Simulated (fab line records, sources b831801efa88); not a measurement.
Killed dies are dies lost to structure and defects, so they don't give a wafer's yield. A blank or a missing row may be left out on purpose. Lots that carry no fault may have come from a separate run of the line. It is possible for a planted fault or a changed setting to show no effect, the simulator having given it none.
2 desks looking at one fault	flow gf180mcu	only its own numbers are on each desk; what lay behind them is given at the end

== AT THE METROLOGY DESK ==
What the gauges read for every lot (on any tool): the sampled wafers with a number, averaged. The brackets show how far a lot's mean lies from the usual mean; more than 4 standard deviations puts the lot out of limits, marked OUT.
Columns: A = cd nm at GF_M5_CD_MEAS_07, usual 280.3 nm; B = PASSIVATION_CVD_00_THK at GF_PASSIVATION_THK_MEAS_01, usual 999 nm
lot	first seen here	A	B
L991	day 26 14:35	280.0	980
L993	day 26 22:13	282.4	1000
L992	day 27 00:43	279.6	986
L995	day 27 16:08	281.3	987
L996	day 28 00:04	278.9	1006
L997	day 28 06:46	281.1	988
L998	day 28 09:27	280.7	1011
L999	day 28 16:04	280.5	1002
L100	day 29 05:01	279.6	998
L101	day 29 10:23	280.2	1003
L105	day 30 20:10	280.8	1012
L106	day 31 03:52	279.9	993
L107	day 31 05:10	281.0	995
Result from this desk: across the 13 lots, nothing is out of limits.

== DESK OF THE TOOL OWNER: cmp-01 ==
The tool's own readings at GF_V2_CMP_26 (polishes, stops on SiO2, t overpolish 15 s, target thk 0 nm): means of the sampled wafers that have a number, for each lot that ran on this tool. The brackets show how far a lot's mean lies from the usual mean; more than 4 standard deviations puts the lot out of limits, marked OUT.
Columns: A = motor current A at GF_V2_CMP_26, usual 10.8 A; B = overpolish run s at GF_V2_CMP_26, usual 15.000 s; C = platen rpm at GF_V2_CMP_26, usual 60.00 rpm; D = time to endpoint s at GF_V2_CMP_26, usual 84 s
lot	first seen here	A	B	C	D
L993	day 21 00:18	10.7	14.995	60.02	78
L995	day 22 00:52	10.6	15.004	59.98	87
L996	day 22 08:58	11.4	15.008	60.00	87
L997	day 22 17:55	10.4	15.002	60.01	85
L998	day 22 19:34	10.6	15.010	59.99	84
L105	day 25 15:17	10.3	14.998	60.01	89
L106	day 26 00:12	10.6	15.001	60.00	79
L107	day 26 02:04	10.3	15.001	60.02	87
Result from this desk: across the 8 lots, nothing is out of limits.

== ALL TOGETHER ==
At the metrology desk, nothing out of limits was observed.
The tool owner's desk saw nothing out of limits.

== WHAT WAS PUT IN BY THE SIMULATOR ==
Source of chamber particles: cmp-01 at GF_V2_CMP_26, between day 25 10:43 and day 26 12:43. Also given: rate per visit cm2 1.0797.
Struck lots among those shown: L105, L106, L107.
